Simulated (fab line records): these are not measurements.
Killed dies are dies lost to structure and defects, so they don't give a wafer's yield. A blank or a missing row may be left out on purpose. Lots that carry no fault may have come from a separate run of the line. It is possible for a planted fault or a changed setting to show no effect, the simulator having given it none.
Split-lot study + flow sky130 + on a route of 708 steps: 5 lots, 23 wafers read

## THE SPLIT ITSELF
At SKY_VIA2_CVD_21 (deposits W, target thk 420 nm, time 126.4 s), the setting temp c was moved away from the recipe's 400 C on 4 of the 23 wafers read, by -0.9% to +1.5%. For the rest of the wafers, this setting stayed at what the recipe calls for.

## BETWEEN THE SPLIT AND THE READING: the file shows 1 step in between
- SKY_VIA2_RS_MEAS_22: measures by four-point-probe

## THE READING
VIA2_W_THK, in nm, at SKY_VIA2_THK_MEAS_23 (measures by xrf). Typical for fault-free wafers on this fab line: 413 nm, with standard deviation 5.9 nm.

| wafer  | tool, chamber at the split | temp c as run, C | against the recipe | VIA2_W_THK, nm | against lot-mates on the recipe |
|--------|----------------------------|------------------|--------------------|----------------|---------------------------------|
| L075.1 | cvd w-02, 1                | 400              | recipe             | 412            | -                               |
| L075.2 | cvd w-02, 0                | 400              | recipe             | 412            | -                               |
| L075.3 | cvd w-02, 1                | 400              | recipe             | 416            | -                               |
| L075.4 | cvd w-02, 0                | 400              | recipe             | 413            | -                               |
| L075.5 | cvd w-02, 1                | 400              | recipe             | 410            | -                               |
| L078.2 | cvd w-01, 0                | 400              | recipe             | 407            | -                               |
| L078.3 | cvd w-01, 0                | 396.4            | -0.9%              | 383            | -25                             |
| L078.4 | cvd w-01, 1                | 400              | recipe             | 405            | -                               |
| L078.5 | cvd w-01, 0                | 396.4            | -0.9%              | 385            | -23                             |
| L078.6 | cvd w-01, 1                | 400              | recipe             | 411            | -                               |
| L079.2 | cvd w-02, 1                | 400              | recipe             | 414            | -                               |
| L079.3 | cvd w-02, 0                | 400              | recipe             | 408            | -                               |
| L079.4 | cvd w-02, 1                | 400              | recipe             | 416            | -                               |
| L079.5 | cvd w-02, 1                | 400              | recipe             | 411            | -                               |
| L079.6 | cvd w-02, 0                | 400              | recipe             | 409            | -                               |
| L080.2 | cvd w-01, 1                | 405.9            | +1.5%              | 452            | +42                             |
| L080.3 | cvd w-01, 1                | 405.9            | +1.5%              | 456            | +46                             |
| L080.4 | cvd w-01, 0                | 400              | recipe             | 409            | -                               |
| L080.5 | cvd w-01, 0                | 400              | recipe             | 410            | -                               |
| L080.6 | cvd w-01, 1                | 400              | recipe             | 410            | -                               |
| L084.1 | cvd w-01, 1                | 400              | recipe             | 409            | -                               |
| L084.3 | cvd w-01, 0                | 400              | recipe             | 406            | -                               |
| L084.6 | cvd w-01, 0                | 400              | recipe             | 402            | -                               |

FIT RESULTS
A straight line over all 23 wafers: VIA2_W_THK changes by +29.6 nm for each +1% of temp c; r = +0.98; the points scatter about the line by 3.4 nm.
The same after taking each lot's own level away (the mean of its wafers on the recipe; 23 wafers): +29 nm for each +1%; r = +0.99; scatter 2.5 nm.
On that fit, the largest move of temp c shifts the reading by 43 nm.
From 405.7 to 412.6 nm: that is the span of the lots' own levels, equal to 1.2 times the standard deviation above.
The two slopes are in agreement: the lot-to-lot level therefore moves the slope only a little.
Check: for one of the wafers moved furthest among these (+1.5%), held out of the fit, the line's prediction against its lot-mates is +43.5 nm. It came out at +42.3 nm against them.

## ADDITIONAL SPLITS CARRIED BY THESE WAFERS
Before the reading, these wafers also passed through other splits. Each is held against what the fit with the lots' levels taken away leaves over:
| other split on the same wafers     | wafers away from the commonest value | r with VIA2_W_THK (lot level and that fit taken away) |
|------------------------------------|--------------------------------------|-------------------------------------------------------|
| SKY_VIA2_CMP_02 leave above ref nm | 7                                    | -0.08                                                 |
| SKY_VIA2_COAT_07 resist thk nm     | 5                                    | -0.17                                                 |
| SKY_VIA2_SPUTTER_20 time s         | 7                                    | -0.06                                                 |

## THE WHOLE CHAIN: every reading that the file lists as answering this split, in the file's order
| step                 | what it does                                | reading                                                                  | change (the file's fit)             | r (the file's) |
|----------------------|---------------------------------------------|--------------------------------------------------------------------------|-------------------------------------|----------------|
| SKY_VIA2_CVD_21      | deposits W, target thk 420 nm, time 126.4 s | W_of_VIA2_CVD_21.thk nm (the simulator's own value, which no gauge read) | +31 nm for each +1% of the setting  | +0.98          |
| SKY_VIA2_RS_MEAS_22  | measures by four-point-probe                | VIA2_W_RS                                                                | -0.0195 for each +1% of the setting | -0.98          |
| SKY_VIA2_THK_MEAS_23 | measures by xrf                             | VIA2_W_THK                                                               | +29.1 for each +1% of the setting   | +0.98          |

## FILE'S OWN FIT
VIA2_W_THK changes by +29.1 nm for each +1% of temp c, r = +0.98.
